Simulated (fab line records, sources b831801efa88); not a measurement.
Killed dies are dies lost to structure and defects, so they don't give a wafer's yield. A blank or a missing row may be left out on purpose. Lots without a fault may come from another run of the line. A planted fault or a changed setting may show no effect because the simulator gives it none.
Which tool did it? | flow sky130 | 12 lots, 36 wafers sampled, at 2 steps of a route of 708

WHAT THE GAUGES READ, wafer by wafer
SKY_CAP2M_THK_MEAS_04: measures by xrf.
lot  | measured     | on            | CAP2M_TIN_THK (nm)
L075 | day 39 18:19 | film_metro-04 | 196.9 197.0 196.2
L077 | day 40 18:52 | film_metro-03 | 195.6 199.6 200.6
L079 | day 41 08:23 | film_metro-04 | 197.6 196.3 199.0
L081 | day 42 00:03 | film_metro-04 | 197.7 195.6 197.2
L083 | day 42 12:23 | film_metro-04 | 200.1 197.5 200.1
L086 | day 43 05:41 | film_metro-02 | 195.3 197.6 194.9
L087 | day 43 12:52 | film_metro-03 | 199.3 199.1 194.1
L089 | day 44 00:27 | film_metro-04 | 197.0 199.6 198.1
L091 | day 44 15:28 | film_metro-04 | 199.3 201.5 202.4
L093 | day 45 03:49 | film_metro-02 | 199.4 196.2 199.3
L095 | day 45 12:19 | film_metro-03 | 202.4 200.0 198.4
L097 | day 46 01:07 | film_metro-04 | 198.4 196.0 200.1

WHICH TOOL RAN EACH LOT (tool, then ch and the chambers of the sampled wafers, then the start)
lot  | SKY_LI_CONTACT_SPUTTER_19
L075 | pvd_sputter-03, day 29 07:57
L077 | pvd_sputter-04, day 30 12:12
L079 | pvd_sputter-01, day 31 01:32
L081 | pvd_sputter-03, day 31 18:30
L083 | pvd_sputter-04, day 32 06:25
L086 | pvd_sputter-03, day 33 04:36
L087 | pvd_sputter-04, day 33 11:21
L089 | pvd_sputter-03, day 34 04:13
L091 | pvd_sputter-03, day 34 20:01
L093 | pvd_sputter-04, day 35 10:54
L095 | pvd_sputter-01, day 35 23:21
L097 | pvd_sputter-04, day 36 12:24
- SKY_LI_CONTACT_SPUTTER_19: material Ti, target thk 20 nm, time 106.37 s.

THE ANSWER, worked out from the rows above alone
Rule: what is usual is taken from the lots themselves. Put in order of their means at a reading, lots are off if they are a third of the lots or fewer, leave a main group of 4 or more, and stand apart from it by a gap of 3 or more times the standard deviation of the main group's means; of several such gaps the widest counts. A main group whose means are all the same, to the digits that the tables above print for the reading, isn't used. A lot without any number at a reading at which 4 lots or more have one is off too. The other lots that the step has rows for count as sound.
No lot is off at any reading shown: from this, nothing can be told.

WHAT THE SIMULATOR HAD PUT IN
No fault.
